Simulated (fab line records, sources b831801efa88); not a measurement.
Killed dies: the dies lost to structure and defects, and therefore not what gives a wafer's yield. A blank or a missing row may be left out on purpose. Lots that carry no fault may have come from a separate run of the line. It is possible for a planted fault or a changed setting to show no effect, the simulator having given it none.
Check for tools in common || flow gf180mcu || 12 lots, 36 wafers sampled

== WHY THIS WAS OPENED ==
At GF_HV_LDD_THK_MEAS_55 the reading HV_LDD_CVD_54_THK is flagged on 2 of 12 lots. Fault-free wafers read 9.98 nm, with a standard deviation of 0.16.
Rule: a lot gets a flag if all its wafers with a number sit over 4 standard deviations from that mean, or if no wafer of it has a number. As for the other lots, they are considered sound.

{"lot": "L805", "measured": "day 12 05:35", "on": "film_metro-02", "HV_LDD_CVD_54_THK (nm), wafer by wafer": "10.11 10.11 9.98", "flag": ""}
{"lot": "L806", "measured": "day 12 13:43", "on": "film_metro-03", "HV_LDD_CVD_54_THK (nm), wafer by wafer": "10.14 9.99 9.98", "flag": ""}
{"lot": "L809", "measured": "day 13 20:30", "on": "film_metro-03", "HV_LDD_CVD_54_THK (nm), wafer by wafer": "9.92 9.79 9.88", "flag": ""}
{"lot": "L811", "measured": "day 14 14:14", "on": "film_metro-03", "HV_LDD_CVD_54_THK (nm), wafer by wafer": "10.12 10.08 10.04", "flag": ""}
{"lot": "L812", "measured": "day 15 01:58", "on": "film_metro-02", "HV_LDD_CVD_54_THK (nm), wafer by wafer": "19.72 19.79 19.78", "flag": "FLAGGED"}
{"lot": "L813", "measured": "day 15 02:59", "on": "film_metro-01", "HV_LDD_CVD_54_THK (nm), wafer by wafer": "20.02 19.94 19.90", "flag": "FLAGGED"}
{"lot": "L822", "measured": "day 18 03:01", "on": "film_metro-03", "HV_LDD_CVD_54_THK (nm), wafer by wafer": "10.10 10.03 10.02", "flag": ""}
{"lot": "L823", "measured": "day 18 15:19", "on": "film_metro-03", "HV_LDD_CVD_54_THK (nm), wafer by wafer": "9.76 9.81 9.92", "flag": ""}
{"lot": "L824", "measured": "day 18 19:14", "on": "film_metro-01", "HV_LDD_CVD_54_THK (nm), wafer by wafer": "9.86 9.85 9.79", "flag": ""}
{"lot": "L826", "measured": "day 19 15:48", "on": "film_metro-03", "HV_LDD_CVD_54_THK (nm), wafer by wafer": "9.99 9.93 9.99", "flag": ""}
{"lot": "L827", "measured": "day 19 20:15", "on": "film_metro-02", "HV_LDD_CVD_54_THK (nm), wafer by wafer": "9.76 9.78 9.74", "flag": ""}
{"lot": "L828", "measured": "day 19 23:51", "on": "film_metro-02", "HV_LDD_CVD_54_THK (nm), wafer by wafer": "10.12 10.06 10.03", "flag": ""}
On average the flagged lots' numbers are 19.86 nm, which is +9.88 nm against the usual, or +62 standard deviations.

== TOOL THAT RAN EACH LOT ==
3 process steps preceding the reading are held in the record, out of 602 steps in the route. Cell contents, in order: the tool; ch with the chambers the sampled wafers went through; the start.
{"lot": "L805", "flag": "", "GF_DUAL_GATE_STRIP_13": "plasma_asher-03 ch 1, day 8 05:43", "GF_POLY_GATE_ETCH_13": "rie_si-02 ch 1,2, day 9 01:10", "GF_HV_LDD_CVD_54": "lpcvd-01 ch 1, day 12 04:34"}
{"lot": "L806", "flag": "", "GF_DUAL_GATE_STRIP_13": "plasma_asher-02 ch 0,1, day 8 11:34", "GF_POLY_GATE_ETCH_13": "rie_si-02 ch 0,2, day 9 07:37", "GF_HV_LDD_CVD_54": "lpcvd-01 ch 0, day 12 12:42"}
{"lot": "L809", "flag": "", "GF_DUAL_GATE_STRIP_13": "plasma_asher-04 ch 0,1, day 9 17:05", "GF_POLY_GATE_ETCH_13": "rie_si-01 ch 1,2,3, day 10 13:35", "GF_HV_LDD_CVD_54": "lpcvd-01 ch 1, day 13 19:28"}
{"lot": "L811", "flag": "", "GF_DUAL_GATE_STRIP_13": "plasma_asher-02 ch 0,1, day 10 05:07", "GF_POLY_GATE_ETCH_13": "rie_si-02 ch 0,1,3, day 11 01:52", "GF_HV_LDD_CVD_54": "lpcvd-01 ch 0, day 14 13:12"}
{"lot": "L812", "flag": "FLAGGED", "GF_DUAL_GATE_STRIP_13": "plasma_asher-04 ch 0,1, day 10 14:41", "GF_POLY_GATE_ETCH_13": "rie_si-01 ch 1,3, day 11 12:28", "GF_HV_LDD_CVD_54": "lpcvd-02 ch 1, day 15 00:56"}
{"lot": "L813", "flag": "FLAGGED", "GF_DUAL_GATE_STRIP_13": "plasma_asher-02 ch 0,1, day 10 14:48", "GF_POLY_GATE_ETCH_13": "rie_si-02 ch 0,2,3, day 11 13:02", "GF_HV_LDD_CVD_54": "lpcvd-02 ch 0, day 15 01:58"}
{"lot": "L822", "flag": "", "GF_DUAL_GATE_STRIP_13": "plasma_asher-03 ch 0,1, day 13 06:19", "GF_POLY_GATE_ETCH_13": "rie_si-01 ch 0,1,3, day 14 06:14", "GF_HV_LDD_CVD_54": "lpcvd-01 ch 1, day 18 01:59"}
{"lot": "L823", "flag": "", "GF_DUAL_GATE_STRIP_13": "plasma_asher-03 ch 0,1, day 13 13:32", "GF_POLY_GATE_ETCH_13": "rie_si-02 ch 0,2,3, day 14 14:14", "GF_HV_LDD_CVD_54": "lpcvd-02 ch 1, day 18 14:17"}
{"lot": "L824", "flag": "", "GF_DUAL_GATE_STRIP_13": "plasma_asher-04 ch 0, day 13 21:09", "GF_POLY_GATE_ETCH_13": "rie_si-02 ch 2,3, day 14 20:52", "GF_HV_LDD_CVD_54": "lpcvd-01 ch 0, day 18 18:13"}
{"lot": "L826", "flag": "", "GF_DUAL_GATE_STRIP_13": "plasma_asher-04 ch 0,1, day 14 09:46", "GF_POLY_GATE_ETCH_13": "rie_si-01 ch 0,2, day 15 12:54", "GF_HV_LDD_CVD_54": "lpcvd-02 ch 0, day 19 14:47"}
{"lot": "L827", "flag": "", "GF_DUAL_GATE_STRIP_13": "plasma_asher-02 ch 0, day 14 15:42", "GF_POLY_GATE_ETCH_13": "rie_si-01 ch 1,3, day 15 18:45", "GF_HV_LDD_CVD_54": "lpcvd-01 ch 1, day 19 19:14"}
{"lot": "L828", "flag": "", "GF_DUAL_GATE_STRIP_13": "plasma_asher-04 ch 0,1, day 14 22:11", "GF_POLY_GATE_ETCH_13": "rie_si-01 ch 1,2,3, day 15 22:55", "GF_HV_LDD_CVD_54": "lpcvd-01 ch 1, day 19 22:49"}
What is done by these steps:
- GF_DUAL_GATE_STRIP_13: strips in O2/N2.
- GF_POLY_GATE_ETCH_13: etches poly-Si in HBr/Cl2, stops on SiO2, target depth 198.5 nm, time 69.6 s.
- GF_HV_LDD_CVD_54: deposits SiO2 from TEOS, target thk 10 nm, time 75 s.
- GF_HV_LDD_THK_MEAS_55

== FLAGGED AGAINST TOTAL, ONE TOOL AT A TIME (gauges that did the reading follow at the end) ==
{"step": "GF_DUAL_GATE_STRIP_13", "tool": "plasma_asher-02", "lots run": 4, "flagged": 1, "share of the flagged lots": "some", "sound lots run after its first flagged lot": "1 (L827)"}
{"step": "GF_DUAL_GATE_STRIP_13", "tool": "plasma_asher-03", "lots run": 3, "flagged": 0, "share of the flagged lots": "none", "sound lots run after its first flagged lot": "-"}
{"step": "GF_DUAL_GATE_STRIP_13", "tool": "plasma_asher-04", "lots run": 5, "flagged": 1, "share of the flagged lots": "some", "sound lots run after its first flagged lot": "3 (L824,L826,L828)"}
{"step": "GF_POLY_GATE_ETCH_13", "tool": "rie_si-01", "lots run": 6, "flagged": 1, "share of the flagged lots": "some", "sound lots run after its first flagged lot": "4 (L822,L826,L827,L828)"}
{"step": "GF_POLY_GATE_ETCH_13", "tool": "rie_si-02", "lots run": 6, "flagged": 1, "share of the flagged lots": "some", "sound lots run after its first flagged lot": "2 (L823,L824)"}
{"step": "GF_HV_LDD_CVD_54", "tool": "lpcvd-01", "lots run": 8, "flagged": 0, "share of the flagged lots": "none", "sound lots run after its first flagged lot": "-"}
{"step": "GF_HV_LDD_CVD_54", "tool": "lpcvd-02", "lots run": 4, "flagged": 2, "share of the flagged lots": "all", "sound lots run after its first flagged lot": "2 (L823,L826)"}
{"step": "GF_HV_LDD_THK_MEAS_55", "tool": "film_metro-01", "lots run": 2, "flagged": 1, "share of the flagged lots": "some", "sound lots run after its first flagged lot": "1 (L824)"}
{"step": "GF_HV_LDD_THK_MEAS_55", "tool": "film_metro-02", "lots run": 4, "flagged": 1, "share of the flagged lots": "some", "sound lots run after its first flagged lot": "2 (L827,L828)"}
{"step": "GF_HV_LDD_THK_MEAS_55", "tool": "film_metro-03", "lots run": 6, "flagged": 0, "share of the flagged lots": "none", "sound lots run after its first flagged lot": "-"}

== WHAT IS ALLOWED BY THE TABLE ==
In the table, 1 row covers all flagged lots: lpcvd-02 at GF_HV_LDD_CVD_54.
- lpcvd-02 at GF_HV_LDD_CVD_54 ran 4 lots, 2 of them flagged. Lots that were sound ran on it after the first flagged one (L823, L826); a persistent fault on the entire tool would not allow that. Its own readings lie more than 4 standard deviations out on every wafer of the flagged lots: spike_tc_bottom_C, spike_tc_centre_C, spike_tc_lower_C, spike_tc_top_C, spike_tc_upper_C, susceptor_temp_C.
There is no row in the table that ran each flagged lot and no sound lot after the first.

== WHAT HAD BEEN PUT IN BY THE SIMULATOR ==
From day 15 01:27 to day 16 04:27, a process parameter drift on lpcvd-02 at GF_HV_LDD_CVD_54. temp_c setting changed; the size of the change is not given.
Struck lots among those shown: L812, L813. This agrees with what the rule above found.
